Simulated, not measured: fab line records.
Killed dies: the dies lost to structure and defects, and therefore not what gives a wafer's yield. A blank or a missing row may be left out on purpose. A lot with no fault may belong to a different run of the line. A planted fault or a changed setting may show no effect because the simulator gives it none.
Which tool did it? | flow gf180mcu | 15 lots with 45 wafers sampled at 4 steps, on a route of 602 steps

## WHAT THE GAUGES READ, wafer by wafer
GF_STI_BOW_MEAS_00. Usual: INCOMING_BOW gives 0 um (standard deviation 6.4).
lot  | measured    | on           | INCOMING_BOW (um) | flag
L568 | day 1 10:02 | filmMetro-03 | 3 -1 14           | 
L570 | day 1 20:01 | filmMetro-04 | 7 -2 -12          | 
L571 | day 2 01:07 | filmMetro-03 | -1 4 -9           | 
L572 | day 2 06:01 | filmMetro-02 | -10 3 -1          | 
L573 | day 2 11:00 | filmMetro-03 | 3 -4 -10          | 
L574 | day 2 16:00 | filmMetro-04 | 2 -2 -7           | 
L575 | day 2 21:00 | filmMetro-02 | -4 0 -9           | 
L578 | day 3 12:01 | filmMetro-03 | 4 9 -4            | 
L582 | day 4 08:02 | filmMetro-04 | -4 -1 1           | 
L584 | day 4 18:00 | filmMetro-04 | 4 2 -12           | 
L585 | day 4 23:02 | filmMetro-04 | 0 4 -4            | 
L588 | day 5 14:01 | filmMetro-02 | 6 -8 2            | 
L589 | day 5 19:00 | filmMetro-03 | 12 8 -5           | 
L590 | day 6 00:00 | filmMetro-03 | -12 -3 -9         | 
L591 | day 6 05:00 | filmMetro-03 | 4 -2 4            | 

GF_NSD_TW_MEAS_12. Usual: NSD_TW gives 4216 (standard deviation 43).
lot  | measured     | on           | NSD_TW         | flag
L568 | day 13 15:30 | filmMetro-02 | 4176 4162 4197 | 
L570 | day 13 22:11 | filmMetro-01 | 4291 4309 4288 | 
L571 | day 14 06:29 | filmMetro-01 | 4286 4303 4291 | 
L575 | day 15 20:38 | filmMetro-01 | 4242 4285 4269 | 
L578 | day 17 01:52 | filmMetro-01 | 4253 4262 4256 | 
L582 | day 18 06:30 | filmMetro-02 | 4212 4194 4194 | 
L584 | day 18 22:47 | filmMetro-01 | 4223 4254 4270 | 
L585 | day 19 18:04 | filmMetro-02 | 4187 4172 4208 | 
L588 | day 20 21:01 | filmMetro-04 | 4194 4188 4182 | 
L589 | day 21 02:50 | filmMetro-02 | 4201 4219 4185 | 
L590 | day 21 00:50 | filmMetro-04 | 4194 4187 4199 | 
L591 | day 21 13:43 | filmMetro-04 | 4177 4183 4189 | 

## TOOL THAT RAN EACH LOT (tool first, then ch and the chambers of the sampled wafers, then the start)
lot  | GF_VT_IMPLANT_EXPOSE_15            | GF_POLY_GATE_ETCH_12
L568 | ilineStepper-01 ch 0, day 6 06:20  | rieDiel-01 ch 0,3, day 9 12:32
L570 | ilineStepper-02 ch 0, day 6 14:18  | rieDiel-03 ch 0,2,3, day 9 20:16
L571 | ilineStepper-02 ch 0, day 6 16:41  | rieDiel-03 ch 1,3, day 10 02:11
L572 | ilineStepper-01, day 6 23:13       | -
L573 | ilineStepper-02, day 7 18:28       | -
L574 | ilineStepper-01, day 7 18:53       | -
L575 | ilineStepper-01 ch 0, day 7 22:14  | rieDiel-01 ch 0,2,3, day 11 10:10
L578 | ilineStepper-01 ch 0, day 8 17:02  | rieDiel-02 ch 1,2,3, day 12 07:05
L582 | ilineStepper-02 ch 0, day 9 10:21  | rieDiel-02 ch 2,3, day 13 10:23
L584 | ilineStepper-01 ch 0, day 10 01:56 | rieDiel-01 ch 0,2,3, day 13 22:52
L585 | ilineStepper-01 ch 0, day 10 10:12 | rieDiel-02 ch 0,2, day 14 17:35
L588 | ilineStepper-02 ch 0, day 11 10:08 | rieDiel-03 ch 0,1,2, day 15 15:58
L589 | ilineStepper-01 ch 0, day 11 21:04 | rieDiel-02 ch 1,2,3, day 15 21:32
L590 | ilineStepper-02 ch 0, day 11 19:31 | rieDiel-01 ch 0,1,2, day 15 21:11
L591 | ilineStepper-02 ch 0, day 12 02:05 | rieDiel-02 ch 0,1,3, day 16 08:08
- GF_VT_IMPLANT_EXPOSE_15: exposes mask Nwell LV AREA, target cd 860 nm.
- GF_POLY_GATE_ETCH_12: etches BARC in N2/H2.

## AS READ BY THE TOOLS THEMSELVES (means over the sampled wafers that have a number; for cases with no such wafer, the mark the record gives instead)
GF_VT_IMPLANT_EXPOSE_15. Usual: exposureDoseMJCm2 139.97, standard deviation 0.14; focusOffsetNm 0.0 nm, standard deviation 0.51.
lot  | tool            | exposureDoseMJCm2 | focusOffsetNm (nm) | flag
L568 | ilineStepper-01 | 139.75            | 0.3                | 
L570 | ilineStepper-02 | 139.89            | -0.4               | 
L571 | ilineStepper-02 | 139.95            | 0.2                | 
L572 | ilineStepper-01 | -                 | -                  | OFF
L573 | ilineStepper-02 | -                 | -                  | OFF
L574 | ilineStepper-01 | -                 | -                  | OFF
L575 | ilineStepper-01 | 140.10            | 0.4                | 
L578 | ilineStepper-01 | 139.90            | 0.0                | 
L582 | ilineStepper-02 | 140.00            | 0.3                | 
L584 | ilineStepper-01 | 139.95            | -0.2               | 
L585 | ilineStepper-01 | 140.00            | 0.1                | 
L588 | ilineStepper-02 | 140.08            | -0.0               | 
L589 | ilineStepper-01 | 140.00            | -0.1               | 
L590 | ilineStepper-02 | 139.90            | 0.2                | 
L591 | ilineStepper-02 | 139.93            | -0.3               | 

GF_POLY_GATE_ETCH_12. Usual: drypumpMotorCurrentA 5.8 A, standard deviation 0.48; oesProductAu 0.735 a.u., standard deviation 0.0047; throttleValvePct 13.214 %, standard deviation 0.01.
lot  | tool       | drypumpMotorCurrentA (A) | oesProductAu (a.u.) | throttleValvePct (%) | flag
L568 | rieDiel-01 | 5.9                      | 0.735               | 13.216               | 
L570 | rieDiel-03 | 6.1                      | 0.737               | 13.217               | 
L571 | rieDiel-03 | 5.9                      | 0.738               | 13.210               | 
L575 | rieDiel-01 | 5.7                      | 0.736               | 13.221               | 
L578 | rieDiel-02 | 5.5                      | 0.731               | 13.206               | 
L582 | rieDiel-02 | 5.7                      | 0.736               | 13.213               | 
L584 | rieDiel-01 | 5.7                      | 0.738               | 13.197               | 
L585 | rieDiel-02 | 5.6                      | 0.736               | 13.211               | 
L588 | rieDiel-03 | 5.8                      | 0.735               | 13.220               | 
L589 | rieDiel-02 | 5.5                      | 0.736               | 13.211               | 
L590 | rieDiel-01 | 5.8                      | 0.738               | 13.206               | 
L591 | rieDiel-02 | 5.4                      | 0.740               | 13.220               | 

## THE ANSWER, worked out from the rows above alone
Rule: lot off if the mean of its wafers having a number is beyond 3 standard deviations from the usual mean. Also off: a lot with no number at a reading for which 4 or more lots have one. All remaining lots with rows at the step are treated as sound. Order of review: gauges by route order, followed by the tools' own readings, for which a lot's mean as printed above is used. The first step at which some lot is off is used, and at that step the reading that is off furthest; a lot without a number counts as furthest.
Off, at GF_VT_IMPLANT_EXPOSE_15 on exposureDoseMJCm2: L572, L573, L574. Without a number there: L572, L573, L574.
A tool fits if, at that step or a process step before it, it ran every lot that is off, and no sound lot after the first of them. Of those tried, none fits.

## WHAT THE SIMULATOR HAD PUT IN
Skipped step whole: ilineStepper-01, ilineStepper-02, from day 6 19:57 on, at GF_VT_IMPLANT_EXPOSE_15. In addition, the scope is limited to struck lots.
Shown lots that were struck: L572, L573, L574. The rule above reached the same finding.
